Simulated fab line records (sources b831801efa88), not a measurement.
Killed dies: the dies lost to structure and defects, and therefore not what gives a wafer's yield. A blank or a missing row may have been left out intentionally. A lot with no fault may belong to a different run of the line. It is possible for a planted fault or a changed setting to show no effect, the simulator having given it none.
Which tool is to blame? + flow gf180mcu + 12 lots, 36 wafers sampled, at 6 steps of a route of 602

## WHAT THE GAUGES SHOWED, per wafer
GF_PASSIVATION_THK_MEAS_01.
| lot  | measured     | on           | PASSIVATION_CVD_00_THK (nm) |
|------|--------------|--------------|-----------------------------|
| L075 | day 28 06:09 | filmMetro-02 | 987 1003 1013               |
| L077 | day 28 20:59 | filmMetro-01 | 1028 1006 1004              |
| L079 | day 29 21:45 | filmMetro-02 | 984 983 967                 |
| L083 | day 31 00:37 | filmMetro-02 | 1009 991 1001               |
| L082 | day 31 01:53 | filmMetro-01 | 989 1014 1004               |
| L085 | day 31 17:38 | filmMetro-03 | 994 982 1013                |
| L088 | day 32 01:17 | filmMetro-01 | 968 995 1017                |
| L091 | day 32 15:17 | filmMetro-01 | 995 1009 984                |
| L090 | day 32 18:01 | filmMetro-03 | 1006 1017 1020              |
| L093 | day 33 01:59 | filmMetro-02 | 991 989 1003                |
| L095 | day 33 13:16 | filmMetro-03 | 1026 1011 1004              |
| L097 | day 33 22:46 | filmMetro-01 | 995 987 1012                |

## TOOL THAT RAN EACH LOT (tool first, then ch and the chambers of the sampled wafers, then the start)
| lot  | GF_V3_ETCH_16                     | GF_M4_SPUTTER_04            | GF_V4_STRIP_18                      | GF_V4_SPUTTER_21            | GF_MIM_SPUTTER_01           |
|------|-----------------------------------|-----------------------------|-------------------------------------|-----------------------------|-----------------------------|
| L075 | rieDiel-04 ch 0,2,3, day 22 16:24 | pvdSputter-02, day 22 17:56 | plasmaAsher-01 ch 0,1, day 24 15:44 | pvdSputter-04, day 24 16:16 | pvdSputter-02, day 24 17:03 |
| L077 | rieDiel-04 ch 1,2,3, day 23 09:37 | pvdSputter-02, day 23 11:09 | plasmaAsher-02 ch 0,1, day 25 08:34 | pvdSputter-01, day 25 09:04 | pvdSputter-02, day 25 09:52 |
| L079 | rieDiel-04 ch 0,1,3, day 24 14:34 | pvdSputter-02, day 24 16:08 | plasmaAsher-01 ch 0,1, day 26 10:41 | pvdSputter-01, day 26 11:14 | pvdSputter-02, day 26 12:02 |
| L083 | rieDiel-03 ch 0,2,3, day 25 20:36 | pvdSputter-02, day 25 22:08 | plasmaAsher-03 ch 0,1, day 27 15:26 | pvdSputter-03, day 27 16:07 | pvdSputter-01, day 27 16:55 |
| L082 | rieDiel-03 ch 0,3, day 25 21:54   | pvdSputter-03, day 25 23:26 | plasmaAsher-01 ch 0,1, day 27 16:37 | pvdSputter-03, day 27 17:30 | pvdSputter-02, day 27 18:17 |
| L085 | rieDiel-03 ch 0,1, day 26 16:37   | pvdSputter-04, day 26 18:09 | plasmaAsher-03 ch 0,1, day 28 11:13 | pvdSputter-03, day 28 11:47 | pvdSputter-02, day 28 12:35 |
| L088 | rieDiel-02 ch 1,2,3, day 26 23:34 | pvdSputter-04, day 27 01:07 | plasmaAsher-01 ch 0,1, day 28 18:08 | pvdSputter-01, day 28 18:42 | pvdSputter-01, day 28 19:29 |
| L091 | rieDiel-04 ch 0,1,3, day 27 14:52 | pvdSputter-04, day 27 16:32 | plasmaAsher-02 ch 0,1, day 29 09:28 | pvdSputter-01, day 29 09:59 | pvdSputter-04, day 29 10:47 |
| L090 | rieDiel-04 ch 0,1,3, day 27 19:39 | pvdSputter-02, day 27 21:16 | plasmaAsher-03 ch 0,1, day 29 13:31 | pvdSputter-03, day 29 14:01 | pvdSputter-04, day 29 14:48 |
| L093 | rieDiel-02 ch 1,3, day 28 07:55   | pvdSputter-02, day 28 09:29 | plasmaAsher-03 ch 0,1, day 30 00:16 | pvdSputter-03, day 30 00:49 | pvdSputter-01, day 30 01:36 |
| L095 | rieDiel-03 ch 0,3, day 28 18:02   | pvdSputter-02, day 28 19:34 | plasmaAsher-02 ch 0,1, day 30 10:27 | pvdSputter-01, day 30 11:20 | pvdSputter-04, day 30 12:08 |
| L097 | rieDiel-04 ch 1,3, day 29 07:48   | pvdSputter-04, day 29 09:40 | plasmaAsher-03 ch 0,1, day 30 22:47 | pvdSputter-01, day 30 23:19 | pvdSputter-01, day 31 00:06 |
- GF_V3_ETCH_16: etches BARC in N2/H2.
- GF_M4_SPUTTER_04: material TiN, target thk 50 nm, time 41.7 s.
- GF_V4_STRIP_18: strips in O2/N2.
- GF_V4_SPUTTER_21: material Ti, target thk 15 nm, time 80.02 s.
- GF_MIM_SPUTTER_01: material TiN, target thk 30 nm, time 25 s.

## THE ANSWER, worked out from the rows above alone
Rule: usual is defined by the lots themselves. The widest of any qualifying gaps counts: lots, ordered by their means at a reading, are off when they make up no more than a third of the lots, leave a main group of 4 or more, and stand apart from it by 3 or more times the standard deviation of that group's means. Not used: any main group whose means are identical at the precision the tables above print for the reading. Also off: a lot with no number at a reading for which 4 or more lots have one. Any other lot the step has rows for is counted as sound.
Across all readings shown, no lot is off: no conclusion can be drawn from this.

## WHAT HAD BEEN PUT IN BY THE SIMULATOR
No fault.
